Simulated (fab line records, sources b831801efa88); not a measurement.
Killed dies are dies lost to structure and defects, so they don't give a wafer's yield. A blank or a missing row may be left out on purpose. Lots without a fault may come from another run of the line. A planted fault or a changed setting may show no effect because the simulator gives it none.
Problem report in the 8D (eight disciplines) form, filled by code | flow gf180mcu | the parts of the form that need people (team, actions taken, sign-off) are left out

1. THE PROBLEM
VT_IMPLANT_2_TW at GF_VT_IMPLANT_TW_MEAS_21 reads a mean of 1182 on 6 wafers of 2 lots; wafers without a fault read 1223 with a standard deviation of 8.1. That is -5.1 standard deviations from the usual mean.
First seen on wafer L728.1, day 9 00:44, on film_metro-01. The record holds 42 wafers of 14 lots with a number at this step. Rule for "out", or "out of limits": more than 4 standard deviations from the usual mean. The other wafers with a number count as sound.

2. WHAT IT IS AND WHAT IT IS NOT
question                    | is                           | is not
which readings at this step | VT_IMPLANT_2_TW              | -
which lots                  | L728, L730                   | L720, L722, L723, L724, L731, L735, L736, L737, L738, L739, L740, L741
which wafers of those lots  | all that have a number       | -
read on which gauges        | film_metro-01, film_metro-04 | film_metro-02
when                        | from day 9 00:44             | up to then (12 sound wafers); but 24 sound wafers of L731, L735, L736, L737, L738, L739, L740, L741 came after

3. SUSPECTS, AND WHAT RULES EACH OUT
Counting: a tool at a process step up to the reading stays a suspect if it ran every lot that is out and no sound lot after the first of them.
- the gauge at GF_VT_IMPLANT_TW_MEAS_21: ruled out. The wafers that are out were read on 2 gauges (film_metro-01, film_metro-04).
- implanter-02 at GF_VT_IMPLANT_IMPLANT_19: kept. It ran every lot that is out, first L728 (day 9 00:29), and no sound lot after that; its last sound lot up to then is L724 (day 8 00:02). Its own readings are out on those wafers: beam_energy_keV.
Left after counting: implanter-02 at GF_VT_IMPLANT_IMPLANT_19.

4. THE CAUSE (what the simulator had put in)
Process parameter drift: implanter-02, from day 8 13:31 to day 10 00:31, at GF_VT_IMPLANT_IMPLANT_19. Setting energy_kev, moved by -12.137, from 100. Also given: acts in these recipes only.
Counting left only this tool.

5. THE CHAIN OF EFFECTS, in route order
Each row: a reading whose mean over the struck wafers that have a number lies more than 3 standard deviations from the usual. Only readings for which the record gives a usual standard deviation are gone through. hours: the time from each lot's start at the first step in this table that gives one to its start at this step, as a median over the lots. sigmas: the change in usual standard deviations.
hours | step                     | reading         | usual  | on struck wafers | change | sigmas
0     | GF_VT_IMPLANT_IMPLANT_19 | beam_energy_keV | 100.01 | 87.82            | -12.19 | -99 or more
0     | GF_VT_IMPLANT_TW_MEAS_21 | VT_IMPLANT_2_TW | 1223   | 1182             | -41    | -5.1
The process steps in it:
- GF_VT_IMPLANT_IMPLANT_19
Later measuring or inspecting steps at which every struck wafer that the step has a row for has a number for every such reading, and none has moved that far: GF_V1_THK_MEAS_25, GF_V2_THK_MEAS_01.

6. WHAT WOULD HAVE CAUGHT IT SOONER
In this record the first reading out of limits at a measuring or inspecting step was taken at day 9 00:44, 11 hours after the fault began at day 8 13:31.
The tool's own readings at GF_VT_IMPLANT_IMPLANT_19 were out on every struck wafer that the step has a row for (beam_energy_keV): an alarm limit on them would have fired on the first of those.
Of the lots that are out (2), L730 began GF_VT_IMPLANT_IMPLANT_19 on implanter-02 after day 9 00:44. A hold on the tool at that time would have spared it.
